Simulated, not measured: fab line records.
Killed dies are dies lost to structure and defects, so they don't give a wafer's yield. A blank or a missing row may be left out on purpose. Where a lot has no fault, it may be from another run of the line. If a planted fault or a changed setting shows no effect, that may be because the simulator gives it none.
Which tool is to blame? / flow gf180mcu / 39 wafers from 13 lots sampled at 4 of the route's 602 steps

## WHAT THE GAUGES READ, wafer by wafer
GF_V5_THK_MEAS_03. Usual: for V5_CVD_02_THK the level is 1444 nm and the standard deviation is 21.
lot=L487; measured=day 26 19:08; on=film-metro-03; V5_CVD_02_THK (nm)=1447 1413 1446; flag=
lot=L489; measured=day 27 09:31; on=film-metro-02; V5_CVD_02_THK (nm)=1448 1467 1452; flag=
lot=L492; measured=day 28 09:24; on=film-metro-02; V5_CVD_02_THK (nm)=1451 1470 1483; flag=
lot=L493; measured=day 28 14:59; on=film-metro-02; V5_CVD_02_THK (nm)=1433 1425 1449; flag=
lot=L494; measured=day 28 21:37; on=film-metro-01; V5_CVD_02_THK (nm)=1451 1476 1482; flag=
lot=L496; measured=day 30 01:04; on=film-metro-03; V5_CVD_02_THK (nm)=1430 1429 1456; flag=
lot=L497; measured=day 30 05:34; on=film-metro-03; V5_CVD_02_THK (nm)=1452 1461 1457; flag=
lot=L502; measured=day 31 16:25; on=film-metro-02; V5_CVD_02_THK (nm)=1456 1442 1458; flag=
lot=L504; measured=day 31 22:35; on=film-metro-01; V5_CVD_02_THK (nm)=1425 1468 1447; flag=
lot=L505; measured=day 32 04:55; on=film-metro-01; V5_CVD_02_THK (nm)=1458 1449 1435; flag=
lot=L507; measured=day 32 15:56; on=film-metro-01; V5_CVD_02_THK (nm)=1409 1388 1410; flag=
lot=L508; measured=day 33 00:11; on=film-metro-03; V5_CVD_02_THK (nm)=1456 1430 1455; flag=
lot=L509; measured=day 33 05:15; on=film-metro-02; V5_CVD_02_THK (nm)=1413 1434 1418; flag=

## TOOL THAT RAN EACH LOT (tool first, then ch and the chambers of the sampled wafers, then the start)
lot=L487; GF_M4_SPUTTER_03=pvd-sputter-04, day 22 20:49; GF_V4_CMP_04=cmp-01 ch 0,1,2, day 23 21:48; GF_M5_SOFTBAKE_03=litho-track-04 ch 0, day 26 07:13
lot=L489; GF_M4_SPUTTER_03=pvd-sputter-01, day 23 13:37; GF_V4_CMP_04=cmp-01 ch 0,3, day 24 13:44; GF_M5_SOFTBAKE_03=litho-track-02 ch 0, day 26 20:49
lot=L492; GF_M4_SPUTTER_03=pvd-sputter-02, day 24 18:05; GF_V4_CMP_04=cmp-02 ch 0,1,3, day 25 17:01; GF_M5_SOFTBAKE_03=litho-track-01 ch 0, day 27 22:13
lot=L493; GF_M4_SPUTTER_03=pvd-sputter-04, day 24 23:53; GF_V4_CMP_04=cmp-01 ch 1,2,3, day 25 22:33; GF_M5_SOFTBAKE_03=litho-track-04 ch 0, day 28 04:23
lot=L494; GF_M4_SPUTTER_03=pvd-sputter-01, day 25 07:11; GF_V4_CMP_04=cmp-02 ch 0,2, day 26 05:34; GF_M5_SOFTBAKE_03=litho-track-04 ch 0, day 28 10:40
lot=L496; GF_M4_SPUTTER_03=pvd-sputter-04, day 26 11:00; GF_V4_CMP_04=cmp-02 ch 1,2,3, day 27 09:47; GF_M5_SOFTBAKE_03=litho-track-04 ch 0, day 29 13:53
lot=L497; GF_M4_SPUTTER_03=pvd-sputter-02, day 26 14:46; GF_V4_CMP_04=cmp-01 ch 2,3, day 27 12:13; GF_M5_SOFTBAKE_03=litho-track-04 ch 0, day 29 18:43
lot=L502; GF_M4_SPUTTER_03=pvd-sputter-01, day 28 09:13; GF_V4_CMP_04=cmp-02 ch 0,1, day 29 05:29; GF_M5_SOFTBAKE_03=litho-track-04 ch 0, day 31 06:28
lot=L504; GF_M4_SPUTTER_03=pvd-sputter-01, day 28 16:41; GF_V4_CMP_04=cmp-01 ch 0,2,3, day 29 13:10; GF_M5_SOFTBAKE_03=litho-track-04 ch 0, day 31 13:20
lot=L505; GF_M4_SPUTTER_03=pvd-sputter-01, day 28 22:54; GF_V4_CMP_04=cmp-02 ch 0,1,3, day 29 19:08; GF_M5_SOFTBAKE_03=litho-track-04 ch 0, day 31 19:14
lot=L507; GF_M4_SPUTTER_03=pvd-sputter-01, day 29 11:07; GF_V4_CMP_04=cmp-01 ch 0,2,3, day 30 06:50; GF_M5_SOFTBAKE_03=litho-track-01 ch 0, day 32 06:06
lot=L508; GF_M4_SPUTTER_03=pvd-sputter-01, day 29 20:35; GF_V4_CMP_04=cmp-02 ch 0,1, day 30 16:12; GF_M5_SOFTBAKE_03=litho-track-01 ch 0, day 32 14:48
lot=L509; GF_M4_SPUTTER_03=pvd-sputter-01, day 30 03:35; GF_V4_CMP_04=cmp-02 ch 0,2,3, day 30 22:53; GF_M5_SOFTBAKE_03=litho-track-02 ch 0, day 32 19:51
- GF_M4_SPUTTER_03: material Ti, target thk 10 nm, time 6.7 s.
- GF_V4_CMP_04: polishes SiO2.
- GF_M5_SOFTBAKE_03: time 60 s.

## WHAT THE TOOLS THEMSELVES READ (means of the sampled wafers that have a number; where no wafer has one, the mark that the record gives instead)
GF_M4_SPUTTER_03. Usual: throttle-valve-pct 29.9 %, standard deviation 1.
lot=L487; tool=pvd-sputter-04; throttle-valve-pct (%)=30.1; flag=
lot=L489; tool=pvd-sputter-01; throttle-valve-pct (%)=30.5; flag=
lot=L492; tool=pvd-sputter-02; throttle-valve-pct (%)=29.1; flag=
lot=L493; tool=pvd-sputter-04; throttle-valve-pct (%)=29.2; flag=
lot=L494; tool=pvd-sputter-01; throttle-valve-pct (%)=30.2; flag=
lot=L496; tool=pvd-sputter-04; throttle-valve-pct (%)=29.2; flag=
lot=L497; tool=pvd-sputter-02; throttle-valve-pct (%)=30.0; flag=
lot=L502; tool=pvd-sputter-01; throttle-valve-pct (%)=30.7; flag=
lot=L504; tool=pvd-sputter-01; throttle-valve-pct (%)=30.3; flag=
lot=L505; tool=pvd-sputter-01; throttle-valve-pct (%)=30.4; flag=
lot=L507; tool=pvd-sputter-01; throttle-valve-pct (%)=30.7; flag=
lot=L508; tool=pvd-sputter-01; throttle-valve-pct (%)=30.7; flag=
lot=L509; tool=pvd-sputter-01; throttle-valve-pct (%)=30.3; flag=

GF_V4_CMP_04. Usual: motor-current-A 12.7 A, standard deviation 2.3; slurry-flow-ml-min 150.0, standard deviation 0.53; time-to-endpoint-s 80 s, standard deviation 6.2.
lot=L487; tool=cmp-01; motor-current-A (A)=12.1; slurry-flow-ml-min=150.2; time-to-endpoint-s (s)=77; flag=
lot=L489; tool=cmp-01; motor-current-A (A)=12.7; slurry-flow-ml-min=149.8; time-to-endpoint-s (s)=86; flag=
lot=L492; tool=cmp-02; motor-current-A (A)=14.0; slurry-flow-ml-min=150.0; time-to-endpoint-s (s)=69; flag=
lot=L493; tool=cmp-01; motor-current-A (A)=11.0; slurry-flow-ml-min=150.0; time-to-endpoint-s (s)=87; flag=
lot=L494; tool=cmp-02; motor-current-A (A)=14.9; slurry-flow-ml-min=150.1; time-to-endpoint-s (s)=77; flag=
lot=L496; tool=cmp-02; motor-current-A (A)=12.2; slurry-flow-ml-min=150.2; time-to-endpoint-s (s)=77; flag=
lot=L497; tool=cmp-01; motor-current-A (A)=10.2; slurry-flow-ml-min=150.5; time-to-endpoint-s (s)=76; flag=
lot=L502; tool=cmp-02; motor-current-A (A)=15.2; slurry-flow-ml-min=150.1; time-to-endpoint-s (s)=83; flag=
lot=L504; tool=cmp-01; motor-current-A (A)=11.8; slurry-flow-ml-min=150.3; time-to-endpoint-s (s)=85; flag=
lot=L505; tool=cmp-02; motor-current-A (A)=13.4; slurry-flow-ml-min=149.7; time-to-endpoint-s (s)=84; flag=
lot=L507; tool=cmp-01; motor-current-A (A)=11.2; slurry-flow-ml-min=150.1; time-to-endpoint-s (s)=80; flag=
lot=L508; tool=cmp-02; motor-current-A (A)=15.4; slurry-flow-ml-min=150.6; time-to-endpoint-s (s)=77; flag=
lot=L509; tool=cmp-02; motor-current-A (A)=12.3; slurry-flow-ml-min=150.3; time-to-endpoint-s (s)=74; flag=

GF_M5_SOFTBAKE_03. Usual: heater-power-total-W 93.06 W, standard deviation 0.054; run-length-s 88.93 s, standard deviation 0.13.
lot=L487; tool=litho-track-04; heater-power-total-W (W)=93.04; run-length-s (s)=89.08; flag=
lot=L489; tool=litho-track-02; heater-power-total-W (W)=93.06; run-length-s (s)=88.90; flag=
lot=L492; tool=litho-track-01; heater-power-total-W (W)=93.05; run-length-s (s)=88.68; flag=
lot=L493; tool=litho-track-04; heater-power-total-W (W)=93.05; run-length-s (s)=88.94; flag=
lot=L494; tool=litho-track-04; heater-power-total-W (W)=93.10; run-length-s (s)=89.03; flag=
lot=L496; tool=litho-track-04; heater-power-total-W (W)=93.02; run-length-s (s)=89.02; flag=
lot=L497; tool=litho-track-04; heater-power-total-W (W)=93.05; run-length-s (s)=88.86; flag=
lot=L502; tool=litho-track-04; heater-power-total-W (W)=94.20; run-length-s (s)=86.89; flag=OFF
lot=L504; tool=litho-track-04; heater-power-total-W (W)=94.24; run-length-s (s)=87.03; flag=OFF
lot=L505; tool=litho-track-04; heater-power-total-W (W)=94.25; run-length-s (s)=87.00; flag=OFF
lot=L507; tool=litho-track-01; heater-power-total-W (W)=93.02; run-length-s (s)=88.81; flag=
lot=L508; tool=litho-track-01; heater-power-total-W (W)=93.09; run-length-s (s)=88.76; flag=
lot=L509; tool=litho-track-02; heater-power-total-W (W)=93.12; run-length-s (s)=89.08; flag=

## THE ANSWER, worked out from the rows above alone
Rule: lot off if the mean of its wafers having a number is beyond 3 standard deviations from the usual mean. Also off: a lot with no number at a reading for which 4 or more lots have one. Where the step has rows for the other lots, those lots are counted as sound. First the gauges in route order, then the tools' own readings, where a lot's mean is used as printed above. At the first step where some lot is off, the reading lying furthest off is the one used; lots without a number count as furthest.
Off: L502, L504, L505, at GF_M5_SOFTBAKE_03 (heater-power-total-W).
If a tool, at that step or one of the process steps before it, ran each lot that is off and ran no sound lot following the first of them, it fits. One candidate fits, namely litho-track-04 at GF_M5_SOFTBAKE_03. A fault onset in the window from L497 (day 29 18:43, its last sound lot) to L502 (day 31 06:28, its first lot off) fits.
The tool's own readings at GF_M5_SOFTBAKE_03 bear it out: on the lots that are off they differ by more than 5 times the standard deviation of the sound lots' means. heater-power-total-W reads 94.23 W there against 93.06 W on the sound lots; run-length-s reads 86.97 s there against 88.92 s on the sound lots.

## WHAT WAS PUT IN BY THE SIMULATOR
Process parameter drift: litho-track-04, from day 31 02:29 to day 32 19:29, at GF_M5_SOFTBAKE_03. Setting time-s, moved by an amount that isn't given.
Shown lots that were struck: L502, L504, L505. The same result came from the rule above.
